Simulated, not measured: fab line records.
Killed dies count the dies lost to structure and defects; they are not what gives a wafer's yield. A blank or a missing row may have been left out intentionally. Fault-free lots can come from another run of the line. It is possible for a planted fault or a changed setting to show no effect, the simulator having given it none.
Chamber matching	flow gf180mcu	cmp-02 running GF_V1_CMP_04: 4 sister chambers
The step polishes SiO2. 4 wafers are shown with their chamber, then 7 later ones without.

## EACH WAFER AND ITS CHAMBER
wafer	chamber	motor_current_A (A)
L434.1	3	11.9
L434.4	2	11.1
L436.1	0	13.1
L436.4	1	11.6

## WAFERS WITHOUT THEIR CHAMBER
wafer	motor_current_A (A)
L436.5	11.4
L439.4	11.8
L439.5	11.2
L439.6	12.1
L447.1	12.0
L447.4	11.4
L447.6	13.3

## EACH ONE'S CHAMBER
wafer	from the rows above	in truth
L436.5	can't be placed: 1 or 2 or 3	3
L439.4	can't be placed: 3 or 1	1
L439.5	can't be placed: 2 or 1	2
L439.6	can't be placed: 3 or 1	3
L447.1	can't be placed: 3 or 1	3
L447.4	can't be placed: 1 or 2 or 3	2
L447.6	0	0
Placed correctly: 1 of 7. Can't be placed from these rows: 6 (the true chamber is among the candidates in 6). 0 placed wrongly.
How it was worked out, from the rows above alone: a wafer's distance from a chamber is the root of the sum, over the readings, of the square of ((its reading less the chamber's mean) divided by the reading's scatter). If the next closest chamber is less than 2 further off than the closest, the wafer can't be placed; otherwise it belongs to the closest. Each chamber's mean is taken over the wafers shown for it. The scatter: root of mean squared gap, hidden wafer to nearest shown wafer, with one shown wafer a chamber.
